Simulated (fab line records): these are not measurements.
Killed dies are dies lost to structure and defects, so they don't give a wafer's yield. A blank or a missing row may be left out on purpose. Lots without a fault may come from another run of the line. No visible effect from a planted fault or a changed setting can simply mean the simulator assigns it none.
Chamber matching ; flow gf180mcu ; cmp-02 running GF_V2_CMP_04: 4 sister chambers
The step polishes SiO2. 4 wafers are shown with their chamber, then 7 later ones without.

WAFERS PAIRED WITH THEIR CHAMBERS
wafer;chamber;motorCurrentA (A)
L981.1;0;11.7
L982.2;2;11.3
L985.1;3;14.0
L985.4;1;13.3

WAFERS MISSING THEIR CHAMBER
wafer;motorCurrentA (A)
L985.6;14.1
L996.3;15.4
L996.4;11.3
L996.5;11.7
L997.3;11.8
L997.4;13.3
L997.6;12.3

WHICH CHAMBER EACH WENT THROUGH
wafer;from the rows above;in truth
L985.6;can't be placed: 3 or 1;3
L996.3;can't be placed: 3 or 1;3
L996.4;can't be placed: 2 or 0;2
L996.5;can't be placed: 0 or 2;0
L997.3;can't be placed: 0 or 2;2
L997.4;can't be placed: 1 or 3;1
L997.6;can't be placed: 0 or 1 or 2 or 3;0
Correctly placed: 0 of 7. Unplaceable from these rows: 7, with the true chamber sitting among the candidates in 7. Wrongly placed: 0.
How it was worked out, from the rows above alone: a wafer's distance from a chamber is the root of the sum, over the readings, of the square of ((its reading less the chamber's mean) divided by the reading's scatter). The wafer belongs to the nearest chamber; if the next one is less than 2 further off, it can't be placed. Each chamber's mean is taken over the wafers shown for it. The scatter (one wafer shown for each chamber): square how far every hidden wafer sits from the nearest shown wafer, average those squares and take the square root.
